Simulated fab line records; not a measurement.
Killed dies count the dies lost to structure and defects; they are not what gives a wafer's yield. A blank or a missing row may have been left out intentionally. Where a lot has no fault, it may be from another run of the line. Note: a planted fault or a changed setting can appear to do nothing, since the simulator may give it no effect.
fab line records	flow sfq_line
record lots=6	wafers=18	last_day=96
route steps=325 shown I3@141 M4@148
lots that met no fault: from a run of the same line without faults
start_h: the number of hours between the record's first day and the start of the first shown wafer of the lot	wait_h: how many hours have passed since the lot's step before this one	" repeats the value in the row above	L1.1+2: one row covering several wafers at once	- value missing, or start not given	* or withheld: withheld	< > ~ a bound
route shown NAME@n: NAME is a module with steps in the file, n the number in the route of the first one	usual: mean/standard deviation taken from wafers without a fault	same: alike in all rows	chamber/n: place in a boat	sites: each site's reading	_std_site: the values' standard deviation	_edge_site: inner sites' mean taken away from outer sites' mean	radius_mm: for every site, how far away it sits from the centre of the wafer	mask NAME#n: copy n	behind: the tool/chamber that last shaped the wafer	hold: reason for holding the lot/hours on hold/outcome of the hold	device: the n, p or np transistor that did not switch	end of line: the tests these same wafers got at the end of their route	step lacking rows: just its recipe	killed: dies lost to structure and defects at the first sort, not the wafer's yield	map: a wafer's dies, marking killed ones x, the rest . and places with no die _
set.NAME: the setting the step ran with; set.NAME@STEP: the setting that earlier step ran with	model.NAME: the simulator's own value behind a step, which no gauge read
lots seen at some steps along the route; tables by step, rows by wafer
services: the hour from which a tool's chamber was out of use, counted from the record's first day as start_h (under 0 if before that day), plus the number of hours and why
## steps
# step SFQ_TRILAYER_I3_VIA_LITHO_PEB_088
# recipe peb_temp_c=115.7	peb_time_s=60	resist=KrF
# step SFQ_TRILAYER_I3_VIA_LITHO_DEVELOP_087
# recipe time_s=60	resist=KrF
# step SFQ_I3_OVL_MEAS_923
# usual I3_OVL=2/5.2
lot.wafer	tool	chamber	start_h	wait_h	I3_OVL[nm]
L868.2	overlay-02	-	1210.84	0.1	4
L868.5	"	-	"	"	8
L868.6	"	-	"	"	0
L870.1	overlay-02	-	1232.56	0.1	4
L870.2	"	-	"	"	-3
L870.5	"	-	"	"	7
L876.2	overlay-01	-	1277.73	0.1	9
L876.3	"	-	"	"	1
L876.5	"	-	"	"	7
L877.3	overlay-01	-	1279.50	0.1	-1
L877.5	"	-	"	"	-3
L877.6	"	-	"	"	0
L878.1	overlay-02	-	1292.76	0.1	-4
L878.2	"	-	"	"	1
L878.3	"	-	"	"	-3
L887.1	overlay-01	-	1380.38	0.1	-11
L887.3	"	-	"	"	-3
L887.4	"	-	"	"	3
# step SFQ_TRILAYER_I3_VIA_BARC_OPEN_VIA_ETCH_121
# recipe mask_material=PR	chemistry=O2	target_depth_nm=125	target=BARC	source_w=500	bias_w=80	pressure_mtorr=30	time_s=41.7
# usual drypump_motor_current_A=6.0/0.39	oes_product_au=0.685/0.0043
lot.wafer	tool	chamber	start_h	wait_h	drypump_motor_current_A	oes_product_au	rf_hours_counter_h
L868.2	rie_diel-04	2	1210.87	0.0	6.1	0.683	9
L868.5	"	0	"	"	6.0	0.687	-
L868.6	"	1	"	"	5.3	0.692	-
L870.1	rie_diel-03	1	1232.60	0.0	5.5	0.682	10
L870.2	"	3	"	"	6.2	0.685	11
L870.5	"	1	"	"	5.5	0.691	-
L876.2	rie_diel-03	0	1277.76	0.0	6.4	0.683	5
L876.3	"	3	"	"	6.2	0.686	12
L876.5	"	1	"	"	5.5	0.687	-
L877.3	rie_diel-02	2	1279.52	0.0	6.2	0.688	7
L877.5	"	1	"	"	5.7	0.680	-
L877.6	"	0	"	"	6.1	0.686	-
L878.1	rie_diel-04	1	1292.80	0.0	5.3	0.685	6
L878.2	"	0	"	"	6.0	0.686	11
L878.3	"	2	"	"	6.2	0.688	10
L887.1	rie_diel-04	0	1380.42	0.0	6.0	0.681	11
L887.3	"	1	"	"	5.3	0.684	7
L887.4	"	3	"	"	5.5	0.679	17
# step SFQ_TRILAYER_I3_VIA_ETCH_VIA_ETCH_088
# recipe target=SiO2	stop_on=Nb	mask_material=PR	taper_deg=20	chemistry=CHF3	target_depth_nm=260	source_w=500	bias_w=80	pressure_mtorr=30	time_s=withheld
# usual drypump_motor_current_A=6.0/0.4	oes_product_au=0.850/0.0053
lot.wafer	tool	chamber	start_h	wait_h	drypump_motor_current_A	oes_product_au
L868.2	rie_diel-04	2	1210.91	0.0	6.2	0.858
L868.5	"	0	"	"	6.0	0.851
L868.6	"	1	"	"	5.3	0.849
L870.1	rie_diel-03	1	1232.64	0.0	5.5	0.855
L870.2	"	3	"	"	6.3	0.863
L870.5	"	1	"	"	5.5	0.851
L876.2	rie_diel-03	1	1277.80	0.0	5.4	0.847
L876.3	"	2	"	"	6.5	0.855
L876.5	"	0	"	"	6.4	0.852
L877.3	rie_diel-02	2	1279.56	0.0	6.3	0.852
L877.5	"	1	"	"	5.7	0.851
L877.6	"	0	"	"	6.1	0.851
L878.1	rie_diel-04	1	1292.84	0.0	5.3	0.850
L878.2	"	0	"	"	6.0	0.852
L878.3	"	2	"	"	6.2	0.849
L887.1	rie_diel-04	0	1380.46	0.0	6.0	0.846
L887.3	"	1	"	"	5.3	0.844
L887.4	"	3	"	"	5.5	0.855
# step SFQ_TRILAYER_I3_VIA_STRIP_STRIP_089
# recipe gas=O2	power_w=200	platen_temp_c=40	overash_fraction=0.65	chemistry=O2	pressure_mtorr=50
# usual drypump_motor_current_A=6.0/0.31	oes_product_au=0.999/0.0078
lot.wafer	tool	chamber	start_h	wait_h	drypump_motor_current_A	oes_product_au	rf_hours_counter_h
L868.2	rie_metal-04	1	1211.02	-	6.4	0.996	104
L868.5	"	1	"	"	6.4	0.999	-
L868.6	"	0	"	"	5.7	0.995	-
L870.1	rie_metal-04	1	1232.75	-	6.4	0.996	108
L870.2	"	0	"	"	5.7	0.998	18
L870.5	"	1	"	"	6.4	1.009	-
L876.2	rie_metal-03	0	1277.91	-	6.3	1.000	106
L876.3	"	0	"	"	6.3	1.000	-
L876.5	"	1	"	"	5.8	1.002	-
L877.3	rie_metal-03	0	1279.87	-	6.3	1.003	-
L877.5	"	1	"	"	5.8	0.992	-
L877.6	"	0	"	"	6.3	1.005	-
L878.1	rie_metal-03	0	1292.95	-	6.3	1.018	109
L878.2	"	1	"	"	5.8	0.997	61
L878.3	"	1	"	"	5.8	1.006	-
L887.1	rie_metal-04	0	1380.57	-	5.7	0.999	36
L887.3	"	0	"	"	5.7	0.995	-
L887.4	"	1	"	"	6.4	0.992	-
# step SFQ_TRILAYER_I3_VIA_STRIP_SOLV_CLEAN_090
# recipe chemistry=NMP	temp_c=70	time_s=600
# step SFQ_TRILAYER_M4_DEP_PRE_CLEAN_092
# recipe gas=Ar	time_s=22.5	bias_v=250
# step SFQ_TRILAYER_M4_DEP_SPUTTER_091
# recipe material=Nb	base_pressure_pa=1.33e-06	chamber_pressure_pa=0.1333	substrate_temp_c=20	resputter_cathode_voltage_v=400	target_thk_nm=200	power_w=2000	time_s=133.3
# usual cathode_dc_power_W=2000.0/0.33	resputter_cathode_voltage_v=400/4	throttle_valve_pct=29.7/1.1
lot.wafer	tool	chamber	start_h	wait_h	cathode_dc_power_W	resputter_cathode_voltage_v	throttle_valve_pct
L868.2	pvd_sputter-03	-	1211.84	0.0	2000.2	392	29.6
L868.5	"	-	"	"	2000.0	403	29.5
L868.6	"	-	"	"	2000.2	396	29.6
L870.1	pvd_sputter-06	-	1233.55	0.0	2000.3	398	28.6
L870.2	"	-	"	"	1999.9	403	28.8
L870.5	"	-	"	"	2000.1	399	29.4
L876.2	pvd_sputter-06	-	1278.72	0.0	2000.7	403	29.4
L876.3	"	-	"	"	2000.1	400	32.4
L876.5	"	-	"	"	2000.2	394	28.6
L877.3	pvd_sputter-03	-	1280.48	0.0	1999.8	399	29.5
L877.5	"	-	"	"	2000.4	402	29.5
L877.6	"	-	"	"	2000.0	403	30.2
L878.1	pvd_sputter-06	-	1293.76	0.0	1999.8	404	28.9
L878.2	"	-	"	"	1999.8	399	28.5
L878.3	"	-	"	"	2000.0	400	32.3
L887.1	pvd_sputter-05	-	1381.37	0.0	2000.6	406	31.0
L887.3	"	-	"	"	1999.6	411	28.0
L887.4	"	-	"	"	1999.9	401	30.7
# step SFQ_M4_RS_MEAS_924
# recipe thk_meas_gauge=four-point-probe	reads=Nb_of_TRILAYER_M4_DEP_SPUTTER_091
# usual M4_NB_RS=0.891/0.0088
lot.wafer	tool	chamber	start_h	wait_h	M4_NB_RS[ohm/sq]
L868.2	film_metro-04	-	1211.95	0.1	0.872
L868.5	"	-	"	"	0.877
L868.6	"	-	"	"	0.876
L870.1	film_metro-04	-	1233.64	0.0	0.881
L870.2	"	-	"	"	0.887
L870.5	"	-	"	"	0.884
L876.2	film_metro-01	-	1278.83	0.1	0.882
L876.3	"	-	"	"	0.888
L876.5	"	-	"	"	0.883
L877.3	film_metro-04	-	1280.61	0.1	0.883
L877.5	"	-	"	"	0.886
L877.6	"	-	"	"	0.888
L878.1	film_metro-04	-	1293.85	0.0	0.884
L878.2	"	-	"	"	0.885
L878.3	"	-	"	"	0.890
L887.1	film_metro-01	-	1381.46	0.0	0.901
L887.3	"	-	"	"	0.900
L887.4	"	-	"	"	0.898
# step SFQ_TRILAYER_M4_LITHO_COAT_098
# recipe resist=BARC	spin_rpm=3063	resist_thk_nm=62
# step SFQ_TRILAYER_M4_LITHO_COAT_093
# recipe resist=KrF	spin_rpm=3000	resist_thk_nm=600
# usual resist_line_temp_C=22.99/0.11
lot.wafer	tool	chamber	start_h	wait_h	resist_line_temp_C	model.KrF_of_TRILAYER_M4_LITHO_COAT_093.thk_nm
L868.2	litho_track-01	0	1212.46	0.2	22.85	599.6
L868.5	"	0	"	"	22.93	598.8
L868.6	"	0	"	"	22.98	601.2
L870.1	litho_track-03	0	1234.12	0.2	22.98	603.4
L870.2	"	0	"	"	23.17	599.8
L870.5	"	0	"	"	23.00	600.9
L876.2	litho_track-01	0	1279.34	0.2	23.05	596.3
L876.3	"	0	"	"	23.01	594.7
L876.5	"	0	"	"	23.11	593.1
L877.3	litho_track-02	0	1281.15	0.2	23.10	598.8
L877.5	"	0	"	"	23.09	597.3
L877.6	"	0	"	"	23.10	600.3
L878.1	litho_track-01	0	1294.33	0.2	22.88	594.5
L878.2	"	0	"	"	23.03	596
L878.3	"	0	"	"	23.08	594.2
L887.1	litho_track-03	0	1381.94	0.2	22.95	598.6
L887.3	"	0	"	"	23.01	598.3
L887.4	"	0	"	"	23.06	598
# step SFQ_TRILAYER_M4_LITHO_SOFTBAKE_097
# recipe temp_c=withheld	time_s=withheld	resist=KrF
# step SFQ_TRILAYER_M4_LITHO_EXPOSE_094
# recipe mask_id=M4	na=0.6	source_shape=conventional	sigma_outer=0.65	target_cd_nm=500	dose_mj=14.4
# step SFQ_TRILAYER_M4_LITHO_PEB_096
# recipe peb_temp_c=115	peb_time_s=60	resist=KrF
# step SFQ_TRILAYER_M4_LITHO_DEVELOP_095
# recipe time_s=60	resist=KrF
# step SFQ_M4_OVL_MEAS_926
# usual M4_OVL=1/4.5
lot.wafer	tool	chamber	start_h	wait_h	M4_OVL[nm]
L868.2	overlay-01	-	1214.87	0.1	-1
L868.5	"	-	"	"	0
L868.6	"	-	"	"	1
L870.1	overlay-01	-	1236.40	0.1	-2
L870.2	"	-	"	"	-5
L870.5	"	-	"	"	-5
L876.2	overlay-02	-	1412.88	0.1	2
L876.3	"	-	"	"	4
L876.5	"	-	"	"	2
L877.3	overlay-02	-	1416.49	0.1	1
L877.5	"	-	"	"	4
L877.6	"	-	"	"	5
L878.1	overlay-01	-	1428.01	0.1	3
L878.2	"	-	"	"	-5
L878.3	"	-	"	"	-3
L887.1	overlay-01	-	1509.17	0.1	7
L887.3	"	-	"	"	9
L887.4	"	-	"	"	5
# step SFQ_TRILAYER_M4_BARC_OPEN_METAL_ETCH_123
# recipe mask_material=PR	chemistry=O2	target_depth_nm=125	target=BARC	icp_w=600	bias_w=80	pressure_mtorr=10	time_s=41.7
# usual drypump_motor_current_A=6.0/0.32	oes_product_au=0.682/0.0048
lot.wafer	tool	chamber	start_h	wait_h	drypump_motor_current_A	oes_product_au	rf_hours_counter_h
L868.2	rie_metal-04	0	1214.90	0.0	5.7	0.684	16
L868.5	"	0	"	"	5.7	0.676	-
L868.6	"	1	"	"	6.4	0.681	-
L870.1	rie_metal-02	0	1236.44	0.0	5.5	0.680	103
L870.2	"	1	"	"	6.0	0.682	71
L870.5	"	0	"	"	5.5	0.679	-
L876.2	rie_metal-04	0	1412.93	0.0	5.7	0.671	-
L876.3	"	0	"	"	5.7	0.687	-
L876.5	"	0	"	"	5.7	0.687	-
L877.3	rie_metal-03	1	1416.56	0.1	5.8	0.679	-
L877.5	"	1	"	"	5.8	0.679	-
L877.6	"	1	"	"	5.8	0.678	-
L878.1	rie_metal-04	1	1428.04	0.0	6.4	0.680	2
L878.2	"	0	"	"	5.7	0.679	45
L878.3	"	0	"	"	5.7	0.681	-
L887.1	rie_metal-03	1	1509.21	0.0	5.8	0.690	94
L887.3	"	1	"	"	5.8	0.680	-
L887.4	"	0	"	"	6.3	0.685	-
# step SFQ_TRILAYER_M4_ETCH_METAL_ETCH_096
# recipe target=Nb	stop_on=SiO2	mask_material=PR	chemistry=Cl2/Ar	target_depth_nm=240	icp_w=600	bias_w=80	pressure_mtorr=10	time_s=120
# usual drypump_motor_current_A=6.0/0.31	oes_product_au=0.894/0.0067
lot.wafer	tool	chamber	start_h	wait_h	drypump_motor_current_A	oes_product_au	rf_hours_counter_h	model.KrF_of_TRILAYER_M4_LITHO_COAT_093.thk_nm
L868.2	rie_metal-04	0	1214.96	0.0	5.7	0.900	16	383.1
L868.5	"	0	"	"	5.7	0.912	-	381.6
L868.6	"	1	"	"	6.4	0.897	-	383.2
L870.1	rie_metal-02	0	1236.50	0.0	5.5	0.899	103	385.9
L870.2	"	1	"	"	6.0	0.898	71	384.4
L870.5	"	0	"	"	5.5	0.895	-	384.4
L876.2	rie_metal-04	0	1413.07	0.1	5.7	0.894	-	378
L876.3	"	0	"	"	5.7	0.893	-	376.2
L876.5	"	0	"	"	5.7	0.893	-	375.4
L877.3	rie_metal-03	1	1416.78	0.2	5.8	0.898	-	383.2
L877.5	"	1	"	"	5.8	0.899	-	379.4
L877.6	"	1	"	"	5.8	0.899	-	383.3
L878.1	rie_metal-04	1	1428.10	0.0	6.4	0.899	2	376.6
L878.2	"	0	"	"	5.7	0.899	45	378.3
L878.3	"	0	"	"	5.7	0.894	-	374.3
L887.1	rie_metal-03	1	1509.27	0.0	5.8	0.895	94	383.5
L887.3	"	1	"	"	5.8	0.891	-	383.2
L887.4	"	0	"	"	6.3	0.889	-	380.7
# step SFQ_TRILAYER_M4_STRIP_STRIP_097
# recipe gas=O2	power_w=200	platen_temp_c=40	overash_fraction=0.65	chemistry=O2	pressure_mtorr=50
## services
tool	chamber	start_h	hours	kind
rie_metal-03	-	1190.64	2.8	pm
rie_diel-04	3	1217.40	7.2	repair
rie_diel-04	-	1230.38	14.6	pm
rie_diel-03	2	1238.97	7.8	repair
rie_metal-03	-	1244.11	5.7	repair
rie_metal-04	1	1249.74	12.6	repair
rie_diel-04	2	1257.81	15.9	repair
rie_diel-03	2	1257.84	9.7	repair
rie_diel-02	3	1270.91	15.5	repair
pvd_sputter-06	-	1272.68	0.8	repair
rie_diel-02	1	1282.58	5.2	repair
rie_diel-04	0	1311.28	4.6	repair
rie_metal-04	-	1315.15	28.1	pm
rie_diel-02	2	1349.58	13.8	repair
rie_diel-02	0	1354.82	8.8	repair
rie_diel-04	0	1355.72	14.5	repair
rie_metal-03	-	1379.84	1.4	pm
rie_diel-04	2	1410.43	13.0	repair
rie_diel-04	-	1419.05	1.1	repair
rie_diel-03	-	1435.46	2.8	pm
pvd_sputter-06	-	1463.11	3.7	repair
pvd_sputter-06	-	1482.84	0.8	repair
rie_diel-04	2	1484.85	2.9	repair
rie_diel-03	0	1496.75	5.7	repair
## key
first_sign none at tools or gauges
model_effect step=SFQ_TRILAYER_M4_LITHO_COAT_093	value=KrF_of_TRILAYER_M4_LITHO_COAT_093.thk_nm	without=602.8	struck=594.8
model_effect step=SFQ_TRILAYER_M4_ETCH_METAL_ETCH_096	value=KrF_of_TRILAYER_M4_LITHO_COAT_093.thk_nm	without=384.4	struck=376.5
met_at SFQ_TRILAYER_M4_LITHO_COAT_093
struck_wafers L876.2,L876.3,L876.5,L878.1,L878.2,L878.3
onset_between 1212.46 1279.34
also_fits SFQ_TRILAYER_M4_DEP_SPUTTER_091:pvd_sputter-06
fault kind=process_parameter_drift	tool=litho_track-01	chamber=-	onset_h=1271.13	steps=SFQ_TRILAYER_M4_LITHO_COAT_093	channel=resist_thk_nm	offset=-7.936	shape=step	end_h=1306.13	acts_in=these_recipes_only	stated=600
